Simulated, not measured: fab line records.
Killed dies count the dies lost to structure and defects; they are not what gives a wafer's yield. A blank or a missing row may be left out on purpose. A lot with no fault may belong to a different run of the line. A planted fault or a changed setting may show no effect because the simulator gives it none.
Which of the tools did it?    flow sfqLine    14 lots (42 wafers sampled), 1 step of a 325-step route

## WHAT THE GAUGES SHOWED, per wafer
No reading from a measuring or inspecting step in the record can be judged against a usual standard deviation.

## EACH LOT AND THE TOOL THAT RAN IT (in order: tool; ch and the chambers of the sampled wafers; start)
lot   SFQ_TRILAYER_M0_LITHO_COAT_021
L741  lithoTrack-03 ch 0, day 8 08:39
L742  lithoTrack-01 ch 0, day 8 19:41
L746  lithoTrack-02 ch 0, day 10 05:32
L750  lithoTrack-01 ch 0, day 11 06:47
L751  lithoTrack-01 ch 0, day 11 14:53
L752  lithoTrack-02 ch 0, day 11 20:59
L753  lithoTrack-03 ch 0, day 12 01:47
L754  lithoTrack-02 ch 0, day 12 06:36
L757  lithoTrack-02 ch 0, day 13 09:21
L758  lithoTrack-02 ch 0, day 13 15:20
L760  lithoTrack-01 ch 0, day 14 12:44
L761  lithoTrack-02 ch 0, day 14 17:34
L762  lithoTrack-02 ch 0, day 15 01:55
L763  lithoTrack-02 ch 0, day 15 13:12
- SFQ_TRILAYER_M0_LITHO_COAT_021: resist thk 600 nm.

## WHAT THE TOOLS THEMSELVES READ (means of the sampled wafers that have a number; where no wafer has one, the mark that the record gives instead)
SFQ_TRILAYER_M0_LITHO_COAT_021.
lot   tool           spinSpeedRpm (rpm)
L741  lithoTrack-03  3000.7
L742  lithoTrack-01  3000.9
L746  lithoTrack-02  3002.2
L750  lithoTrack-01  3341.1
L751  lithoTrack-01  3340.2
L752  lithoTrack-02  2998.1
L753  lithoTrack-03  3001.3
L754  lithoTrack-02  3002.7
L757  lithoTrack-02  3000.2
L758  lithoTrack-02  2997.6
L760  lithoTrack-01  3000.6
L761  lithoTrack-02  2999.7
L762  lithoTrack-02  2998.4
L763  lithoTrack-02  2999.7

## THE ANSWER, worked out from the rows above alone
Rule: usual is defined by the lots themselves. Put in order of their means at a reading, lots are off if they are a third of the lots or fewer, leave a main group of 4 or more, and stand apart from it by a gap of 3 or more times the standard deviation of the main group's means; of several such gaps the widest counts. A main group whose means are all the same, to the digits that the tables above print for the reading, isn't used. A lot without any number at a reading at which 4 lots or more have one is off too. Where the step has rows for the other lots, those lots are counted as sound. Order of review: gauges by route order, followed by the tools' own readings, for which a lot's mean as printed above is used. At the first step where some lot is off, the reading lying furthest off is the one used; lots without a number count as furthest.
Off: L750, L751, at SFQ_TRILAYER_M0_LITHO_COAT_021 (spinSpeedRpm). The main group: mean 3000.2 rpm, standard deviation 1.5.
If a tool, at that step or one of the process steps before it, ran each lot that is off and ran no sound lot following the first of them, it fits. Not one of the candidates tried fits.

## WHAT THE SIMULATOR HAD PUT IN
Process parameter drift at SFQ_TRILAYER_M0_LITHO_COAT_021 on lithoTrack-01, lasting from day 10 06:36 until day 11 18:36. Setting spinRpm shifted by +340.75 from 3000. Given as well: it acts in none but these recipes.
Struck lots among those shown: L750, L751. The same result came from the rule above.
